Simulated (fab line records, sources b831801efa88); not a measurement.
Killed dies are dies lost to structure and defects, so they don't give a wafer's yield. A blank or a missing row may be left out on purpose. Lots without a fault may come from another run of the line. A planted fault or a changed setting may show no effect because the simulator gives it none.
Chamber matching | flow gf180mcu | GF_V2_ETCH_16 on rie_diel-03: 4 sister chambers
The step etches BARC in N2/H2. 16 wafers are shown with their chamber, then 8 later ones without.

WAFERS WITH THEIR CHAMBER
wafer  | chamber | drypump_motor_current_A (A) | oes_product_au (a.u.) | throttle_valve_pct (%)
L075.3 | 1       | 5.3                         | 0.853                 | 13.222
L075.4 | 2       | 4.7                         | 0.857                 | 13.220
L075.5 | 1       | 5.4                         | 0.858                 | 13.231
L077.1 | 2       | 4.7                         | 0.851                 | 13.212
L077.5 | 3       | 5.2                         | 0.854                 | 13.229
L077.6 | 2       | 4.7                         | 0.854                 | 13.221
L080.1 | 0       | 6.3                         | 0.854                 | 13.240
L080.5 | 3       | 5.3                         | 0.858                 | 13.220
L080.6 | 2       | 4.7                         | 0.864                 | 13.226
L085.1 | 0       | 6.3                         | 0.858                 | 13.222
L085.4 | 1       | 5.3                         | 0.861                 | 13.224
L085.6 | 1       | 5.3                         | 0.851                 | 13.223
L086.3 | 0       | 6.3                         | 0.844                 | 13.218
L086.5 | 3       | 5.2                         | 0.850                 | 13.217
L086.6 | 2       | 4.7                         | 0.860                 | 13.227
L088.1 | 3       | 5.3                         | 0.855                 | 13.228

SIGNATURES (means of the wafers above)
reading                 | chamber 0 | chamber 1 | chamber 2 | chamber 3 | scatter within a chamber
drypump_motor_current_A | 6.300     | 5.325     | 4.700     | 5.250     | 0.0382
oes_product_au          | 0.85200   | 0.85575   | 0.85720   | 0.85425   | 0.00502
throttle_valve_pct      | 13.22667  | 13.22500  | 13.22120  | 13.22350  | 0.00691
Rule: a wafer's distance from a chamber is the root of the sum, over the readings, of the square of ((its reading less the chamber's mean) divided by the reading's scatter). The wafer belongs to the nearest chamber; if the next one is less than 2 further off, it can't be placed. The scatter: the root of (the sum of the squares of (reading less its chamber's mean) over the shown wafers, divided by (wafers less chambers)).

WAFERS WITHOUT THEIR CHAMBER
wafer  | drypump_motor_current_A (A) | oes_product_au (a.u.) | throttle_valve_pct (%)
L088.2 | 4.7                         | 0.854                 | 13.236
L088.3 | 6.3                         | 0.841                 | 13.233
L088.4 | 5.3                         | 0.862                 | 13.214
L088.5 | 5.4                         | 0.851                 | 13.233
L088.6 | 4.7                         | 0.862                 | 13.202
L092.2 | 6.3                         | 0.856                 | 13.234
L092.3 | 4.7                         | 0.854                 | 13.215
L092.6 | 4.7                         | 0.850                 | 13.221

WHICH CHAMBER EACH WENT THROUGH
wafer  | from the rows above     | in truth
L088.2 | 2                       | 2
L088.3 | 0                       | 0
L088.4 | can't be placed: 1 or 3 | 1
L088.5 | can't be placed: 1 or 3 | 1
L088.6 | 2                       | 2
L092.2 | 0                       | 0
L092.3 | 2                       | 2
L092.6 | 2                       | 2
Placed correctly: 6 of 8. Can't be placed from these rows: 2 (the true chamber is among the candidates in 2). Placed wrongly: 0.
